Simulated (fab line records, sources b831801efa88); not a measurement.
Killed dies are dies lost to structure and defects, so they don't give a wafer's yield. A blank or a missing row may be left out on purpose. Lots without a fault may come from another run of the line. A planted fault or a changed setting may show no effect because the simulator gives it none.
fab line records | flow sky130
record lots=5 wafers=15 last_day=49
route steps=708 shown POLY_GATE@229 LDD_N@237 PAD_OPEN@708
lots that met no fault: from a run of the same line without faults
start_h: hours from the record's first day to the start of the lot's first wafer shown | wait_h: hours since the lot's step before | " the same as in the row above | L1.1+2: a row that stands for several wafers | - no value, or no start given | * or withheld: withheld | < > ~ a bound
route shown NAME@n: a module of which the file shows steps, and the number in the route of the first | usual: mean/standard deviation of fault-free wafers | same: alike in all rows | chamber/n: place in a boat | sites: the reading at each site | _std_site: their standard deviation | _edge_site: outer sites' mean less inner sites' | radius_mm: how far each site lies from the wafer's centre | mask NAME#n: copy n | behind: the tool/chamber that last shaped the wafer | hold: why the lot was held/for how many hours/how that ended | device: the transistor (n, p or np) that didn't switch | end of line: the same wafers' tests at the end of the route | a step without rows: its recipe alone | killed: dies lost to structure and defects at the first sort, not the wafer's yield | map: a wafer's dies, x killed, . not, _ none there
set.NAME: the setting as run; set.NAME@STEP: as run at that earlier step | model.NAME: the simulator's own value behind a step, which no gauge read
lots at some steps of the route; a table a step, a row a wafer
services: from which hour (start_h, from the record's first day; less than 0 if before it) a tool's chamber was out of use, for how many hours, and why
## steps
# step SKY_POLY_GATE_ETCH_15
# recipe chemistry=N2/H2 target=BARC ion_energy_ev=200 source_w=500 bias_w=100 pressure_mtorr=30 n2_flow_sccm=100 h2_flow_sccm=200 stop_on=SiO2 time_s=118.5 target_depth_a=1100
# usual drypump_motor_current_A=5.6/0.5 oes_product_au=0.716/0.0048 throttle_valve_pct=13.213/0.0093
# columns lot.wafer tool chamber start_h wait_h drypump_motor_current_A oes_product_au rf_hours_counter_h throttle_valve_pct
L830.2 rie_diel-02 2 488.31 0.0 4.8 0.717 7 13.212
L830.3 " 3 " " 5.8 0.713 7 13.197
L830.5 " 2 " " 4.8 0.719 - 13.215
L831.3 rie_diel-03 0 488.43 0.0 5.6 0.718 30 13.192
L831.5 " 1 " " 5.2 0.717 - 13.198
L831.6 " 0 " " 5.6 0.718 - 13.227
L838.3 rie_diel-02 1 493.52 0.0 5.5 0.717 4 13.212
L838.5 " 3 " " 5.8 0.712 - 13.230
L838.6 " 2 " " 4.8 0.717 - 13.213
L841.2 rie_diel-03 0 518.62 0.0 5.7 0.712 31 13.219
L841.4 " 1 " " 5.2 0.708 5 13.206
L841.6 " 2 " " 5.8 0.721 - 13.216
L842.1 rie_diel-03 2 519.57 0.0 5.8 0.714 5 13.207
L842.3 " 0 " " 5.6 0.715 31 13.221
L842.6 " 2 " " 5.8 0.716 - 13.207
# step SKY_POLY_GATE_ETCH_16
# recipe stop_on=poly-Si chemistry=CH3F/O2 target=Si3N4 source_w=400 bias_w=80 pressure_mtorr=25 ch3f_flow_sccm=40 O2_flow_sccm=30 time_s=147.5 target_depth_a=750
# usual drypump_motor_current_A=5.6/0.5 oes_product_au=0.642/0.0051 throttle_valve_pct=10.536/0.0088
# columns lot.wafer tool chamber start_h wait_h drypump_motor_current_A oes_product_au rf_hours_counter_h throttle_valve_pct
L830.2 rie_diel-02 2 488.39 0.0 4.8 0.646 8 10.526
L830.3 " 3 " " 5.8 0.648 7 10.535
L830.5 " 2 " " 4.8 0.638 - 10.543
L831.3 rie_diel-03 0 488.51 0.0 5.6 0.640 30 10.531
L831.5 " 1 " " 5.2 0.640 - 10.538
L831.6 " 0 " " 5.6 0.641 - 10.548
L838.3 rie_diel-02 1 493.60 0.0 5.5 0.642 4 10.534
L838.5 " 3 " " 5.8 0.647 - 10.526
L838.6 " 2 " " 4.8 0.643 - 10.551
L841.2 rie_diel-03 0 518.70 0.0 5.6 0.641 31 10.547
L841.4 " 1 " " 5.2 0.647 5 10.536
L841.6 " 2 " " 5.8 0.649 - 10.535
L842.1 rie_diel-03 2 519.65 0.0 5.8 0.642 5 10.539
L842.3 " 0 " " 5.6 0.641 31 10.544
L842.6 " 2 " " 5.8 0.643 - 10.536
# step SKY_POLY_GATE_ETCH_17
# recipe target_depth_nm=180 stop_on=SiO2 over_etch_frac=0.56667 chemistry=HBr/Cl2 target=poly-Si icp_w=400 bias_w=100 pressure_mtorr=10 HBr_flow_sccm=150 Cl2_flow_sccm=50 time_s=70.5
# usual drypump_motor_current_A=5.6/0.4 oes_product_au=0.984/0.0093 throttle_valve_pct=33.684/0.0091
# columns lot.wafer tool chamber start_h wait_h drypump_motor_current_A oes_product_au rf_hours_counter_h throttle_valve_pct
L830.2 rie_si-02 3 488.49 0.0 5.2 0.970 5.6 33.669
L830.3 " 1 " " 6.4 0.986 2.6 33.675
L830.5 " 0 " " 5.5 0.987 - 33.682
L831.3 rie_si-02 1 488.61 0.0 6.4 0.993 2.6 33.679
L831.5 " 0 " " 5.4 0.974 - 33.684
L831.6 " 3 " " 5.2 0.976 - 33.679
L838.3 rie_si-01 3 493.73 0.1 5.9 0.994 - 33.677
L838.5 " 3 " " 5.9 0.999 - 33.677
L838.6 " 0 " " 5.4 0.987 - 33.701
L841.2 rie_si-02 0 518.80 0.0 5.4 0.985 3.6 33.695
L841.4 " 0 " " 5.5 0.987 - 33.683
L841.6 " 1 " " 6.3 0.975 - 33.683
L842.1 rie_si-01 1 519.75 0.0 5.6 0.991 2.1 33.677
L842.3 " 0 " " 5.4 0.995 2.5 33.688
L842.6 " 3 " " 5.9 0.995 - 33.678
# step SKY_POLY_GATE_STRIP_18
# recipe chemistry=O2/N2 power_w=1400 pressure_mtorr=1500 platen_temp_c=withheld o2_flow_sccm=3000 n2_flow_sccm=300 overash_fraction=0.5
# usual drypump_motor_current_A=5.6/0.44 oes_product_au=0.361/0.005 strip_time_to_endpoint_s=3.18/0.054
# columns lot.wafer tool chamber start_h wait_h drypump_motor_current_A oes_product_au rf_hours_counter_h strip_time_to_endpoint_s
L830.2 plasma_asher-02 0 488.55 0.0 5.5 0.365 7 3.11
L830.3 " 0 " " 5.5 0.366 - 3.19
L830.5 " 1 " " 4.9 0.354 - 3.06
L831.3 plasma_asher-03 1 488.70 0.1 5.3 0.362 - 3.16
L831.5 " 0 " " 5.6 0.364 - 3.16
L831.6 " 1 " " 5.3 0.362 - 3.19
L838.3 plasma_asher-02 1 493.82 0.1 4.9 0.359 - 3.16
L838.5 " 1 " " 4.9 0.359 - 3.18
L838.6 " 0 " " 5.5 0.359 - 3.12
L841.2 plasma_asher-03 1 518.86 0.0 5.3 0.361 72 3.19
L841.4 " 1 " " 5.3 0.352 - 3.20
L841.6 " 0 " " 5.5 0.367 - 3.27
L842.1 plasma_asher-04 0 519.81 0.0 5.9 0.357 73 3.22
L842.3 " 0 " " 5.9 0.363 - 3.17
L842.6 " 1 " " 6.2 0.357 - 3.20
# step SKY_POLY_GATE_CLEAN_19
# recipe chemistry=SC1/SC2 mix=1:4:20 temp_c=70 time_s=150 dry=n2_spin
# step SKY_POLY_GATE_OXIDATION_20
# recipe temp_c=850 ambient=O2 stabilise_s=600 purge_s=300 target_thk_a=40 ox_time_s=899
# step SKY_POLY_GATE_THK_MEAS_21
# recipe reads=SiO2_of_POLY_GATE_OXIDATION_20
# usual POLY_GATE_OXIDATION_THK=4.01/0.075
# columns lot.wafer tool chamber start_h wait_h POLY_GATE_OXIDATION_THK[nm]
L830.2 film_metro-01 - 490.64 0.0 4.03
L830.3 " - " " 4.03
L830.5 " - " " 4.02
L831.3 film_metro-01 - 490.71 0.1 4.22
L831.5 " - " " 4.21
L831.6 " - " " 4.16
L838.3 film_metro-03 - 495.21 0.0 4.03
L838.5 " - " " 4.03
L838.6 " - " " 4.03
L841.2 film_metro-01 - 520.27 0.0 4.04
L841.4 " - " " 3.93
L841.6 " - " " 3.93
L842.1 film_metro-03 - 521.51 0.0 3.90
L842.3 " - " " 3.90
L842.6 " - " " 3.90
# step SKY_POLY_GATE_CD_MEAS_22
# usual cd_nm=149/3.3
# columns lot.wafer tool chamber start_h wait_h cd_nm
L830.2 cd_sem-01 - 490.72 0.1 152
L830.3 " - " " 147
L830.5 " - " " 145
L831.3 cd_sem-02 - 490.91 0.2 145
L831.5 " - " " 151
L831.6 " - " " 151
L838.3 cd_sem-02 - 495.30 0.1 152
L838.5 " - " " 151
L838.6 " - " " 149
L841.2 cd_sem-02 - 520.35 0.1 142
L841.4 " - " " 148
L841.6 " - " " 152
L842.1 cd_sem-01 - 521.57 0.1 154
L842.3 " - " " 142
L842.6 " - " " 156
# step SKY_LDD_N_DEHYDRATE_00
# recipe temp_c=200 time_s=60
# step SKY_LDD_N_HMDS_01
# recipe prime_time_s=60 prime_temp_c=120
# step SKY_LDD_N_COAT_02
# recipe resist=NOVOLAK spin_rpm=3000 resist_thk_nm=300
# step SKY_LDD_N_SOFTBAKE_03
# recipe temp_c=90 time_s=60 resist=NOVOLAK
# step SKY_LDD_N_EXPOSE_04
# recipe mask_id=NTM target_cd_nm=840 na=0.6 source_shape=conventional sigma_outer=0.6 dose_mj=110
# columns lot.wafer tool chamber start_h wait_h mask
L830.2+3+5 iline_stepper-01 0 505.61 - NTM_R1#0
L831.3+5+6 iline_stepper-01 0 506.22 - NTM#0
L838.3+5+6 iline_stepper-02 0 511.40 - NTM#0
L841.2+4+6 iline_stepper-01 0 533.86 - NTM#0
L842.1+3+6 iline_stepper-01 0 535.92 - NTM#0
# step SKY_LDD_N_PEB_05
# recipe temp_c=withheld time_s=* resist=NOVOLAK
# step SKY_PAD_OPEN_PROBE_99
# usual killed_at_M0_to_M3=43/7.3 killed_at_M4_up=3.5/2.2 killed_at_contacts=24/5.3 killed_at_front_end=15/4.2 killed_at_other=0.3/0.67 killed_dies=86/9.8 killed_open=47/7.2 killed_short=39/6.5
# same gross_dies=492 killed_at_back_side=0
# columns lot.wafer tool chamber start_h wait_h killed_at_M0_to_M3 killed_at_M4_up killed_at_contacts killed_at_front_end killed_at_other killed_dies killed_open killed_short
L830.2 prober-01 - 1152.66 0.1 38 2 29 18 0 87 45 42
L830.3 prober-01 - 1152.71 0.2 36 4 31 19 0 90 49 40
L830.5 prober-01 - 1152.81 0.2 41 2 32 14 0 89 45 44
L831.3 prober-01 - 1155.71 0.2 38 4 22 14 0 78 42 36
L831.5 prober-01 - 1155.81 0.2 30 3 22 16 0 71 39 32
L831.6 prober-01 - 1155.86 0.2 47 3 19 9 0 78 45 33
L838.3 prober-02 - 1160.51 0.5 40 4 19 16 0 79 41 38
L838.5 prober-02 - 1160.61 0.5 35 4 19 14 0 72 34 38
L838.6 prober-02 - 1160.66 0.6 17 2 21 17 0 57 32 24
L841.2 prober-02 - 1169.95 0.1 44 6 19 23 0 92 51 41
L841.4 prober-02 - 1170.05 0.2 41 2 22 10 0 75 38 37
L841.6 prober-02 - 1170.15 0.2 37 3 23 12 0 75 46 29
L842.1 prober-01 - 1171.40 0.1 56 4 26 8 0 94 42 52
L842.3 prober-01 - 1171.50 0.2 35 2 30 12 1 80 44 36
L842.6 prober-01 - 1171.65 0.2 44 2 20 15 0 81 46 35
# killed by level:class
L830.2 VIA2:geometric_particle:open=11 CONTACT:geometric_particle:short=9 LI_CONTACT:geometric_particle:open=7 CONTACT:geometric_particle:open=7 VIA1:geometric_particle:open=7 FIELD_ISO:geometric_particle:open=6 FIELD_ISO:geometric_particle:short=5 METAL1:geometric_particle:short=5
L830.3 CONTACT:geometric_particle:open=12 VIA1:geometric_particle:open=12 LOCAL_INTERCONNECT:geometric_particle:short=9 FIELD_ISO:geometric_particle:short=7 LI_CONTACT:geometric_particle:open=6 VIA3:geometric_particle:open=6 VIA1:geometric_particle:short=5 POLY_GATE:geometric_particle:short=4
L830.5 VIA1:geometric_particle:open=13 CONTACT:geometric_particle:open=11 LOCAL_INTERCONNECT:geometric_particle:short=10 VIA2:geometric_particle:open=7 POLY_GATE:geometric_particle:short=5 CONTACT:geometric_particle:short=4 LI_CONTACT:geometric_particle:open=4 METAL2:geometric_particle:short=4
L831.3 VIA1:geometric_particle:open=10 LI_CONTACT:geometric_particle:open=9 METAL2:geometric_particle:short=8 VIA2:geometric_particle:open=7 CONTACT:geometric_particle:open=6 POLY_GATE:geometric_particle:short=6 VIA1:geometric_particle:short=4 FIELD_ISO:geometric_particle:open=3
L831.5 LI_CONTACT:geometric_particle:open=6 CONTACT:geometric_particle:open=6 POLY_GATE:geometric_particle:open=5 METAL2:geometric_particle:short=5 CONTACT:geometric_particle:short=4 VIA1:geometric_particle:open=4 VIA3:geometric_particle:open=4 FIELD_ISO:geometric_particle:short=3
L831.6 VIA1:geometric_particle:open=14 METAL2:geometric_particle:short=8 CONTACT:geometric_particle:open=7 LI_CONTACT:geometric_particle:open=6 VIA2:geometric_particle:open=6 METAL3:geometric_particle:short=4 POLY_GATE:geometric_particle:open=3 CONTACT:geometric_particle:short=3
L838.3 VIA1:geometric_particle:open=9 VIA1:geometric_particle:short=7 LI_CONTACT:geometric_particle:open=6 METAL1:geometric_particle:short=6 VIA3:geometric_particle:open=6 CONTACT:geometric_particle:short=5 FIELD_ISO:geometric_particle:open=4 POLY_GATE:geometric_particle:open=4
L838.5 VIA1:geometric_particle:open=12 CONTACT:geometric_particle:open=7 METAL2:geometric_particle:short=6 LOCAL_INTERCONNECT:geometric_particle:short=6 METAL3:geometric_particle:short=5 METAL4:geometric_particle:short=4 FIELD_ISO:geometric_particle:open=3 POLY_GATE:geometric_particle:open=3
L838.6 CONTACT:geometric_particle:open=12 FIELD_ISO:geometric_particle:open=5 POLY_GATE:geometric_particle:short=5 VIA1:geometric_particle:open=5 METAL2:geometric_particle:short=5 FIELD_ISO:geometric_particle:short=4 METAL1:geometric_particle:short=3 LI_CONTACT:geometric_particle:open=2
L841.2 VIA1:geometric_particle:open=12 VIA2:geometric_particle:open=7 FIELD_ISO:geometric_particle:short=6 LI_CONTACT:geometric_particle:open=6 METAL3:geometric_particle:short=6 VIA3:geometric_particle:open=6 POLY_GATE:geometric_particle:open=5 METAL1:geometric_particle:short=5
L841.4 CONTACT:geometric_particle:open=11 VIA1:geometric_particle:open=8 LOCAL_INTERCONNECT:geometric_particle:short=5 VIA1:geometric_particle:short=5 VIA2:geometric_particle:open=5 METAL2:geometric_particle:short=4 VIA2:geometric_particle:short=4 METAL3:geometric_particle:short=4
L841.6 VIA1:geometric_particle:open=14 CONTACT:geometric_particle:open=9 LI_CONTACT:geometric_particle:open=6 POLY_GATE:geometric_particle:open=5 METAL1:geometric_particle:short=5 CONTACT:geometric_particle:short=4 VIA2:geometric_particle:open=4 POLY_GATE:geometric_particle:short=3
L842.1 VIA1:geometric_particle:open=8 VIA2:geometric_particle:open=7 METAL2:geometric_particle:short=7 CONTACT:geometric_particle:open=6 METAL1:geometric_particle:short=6 VIA1:geometric_particle:short=6 VIA3:geometric_particle:open=6 LI_CONTACT:geometric_particle:short=5
L842.3 VIA1:geometric_particle:open=10 CONTACT:geometric_particle:open=10 LI_CONTACT:geometric_particle:open=8 METAL2:geometric_particle:short=6 LOCAL_INTERCONNECT:geometric_particle:short=5 FIELD_ISO:geometric_particle:open=4 POLY_GATE:geometric_particle:short=4 VIA3:geometric_particle:short=4
L842.6 CONTACT:geometric_particle:open=9 LI_CONTACT:geometric_particle:open=7 VIA1:geometric_particle:open=7 VIA2:geometric_particle:open=6 METAL1:geometric_particle:short=6 POLY_GATE:geometric_particle:open=5 POLY_GATE:geometric_particle:short=5 VIA3:geometric_particle:open=5
## services
# columns tool chamber start_h hours kind
rie_si-01 - 464.49 1.8 repair
rie_diel-02 0 468.96 36.3 repair
plasma_asher-03 - 472.60 0.9 repair
plasma_asher-03 - 476.25 3.1 repair
plasma_asher-02 - 481.33 0.7 repair
plasma_asher-03 - 486.35 1.4 repair
rie_si-01 1 491.88 10.9 repair
iline_stepper-01 - 498.01 1.7 pm
iline_stepper-01 0 504.96 - calibration
rie_si-02 2 506.31 69.1 repair
rie_si-01 - 523.60 28.1 pm
plasma_asher-02 - 532.27 2.8 pm
## key
first_sign step=SKY_LDD_N_EXPOSE_04 reading=mask direction=changed
effect none on later readings
met_at SKY_LDD_N_EXPOSE_04
struck_wafers L830.2,L830.3,L830.5
tester_left_out L830
fault kind=wrong_mask tool=any chamber=- onset_h=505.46 steps=SKY_LDD_N_EXPOSE_04 aux_copy=NTM_R1#0 cd_offset_nm=-168 scope=struck_lots_only
# tester_left_out: of these lots the tester's yield and bins aren't shown, on N5 and GAA mostly nor the transistor test; their killed dies are dies lost to structure and defects alone, not to doping, threshold or leakage, so they don't give the yield
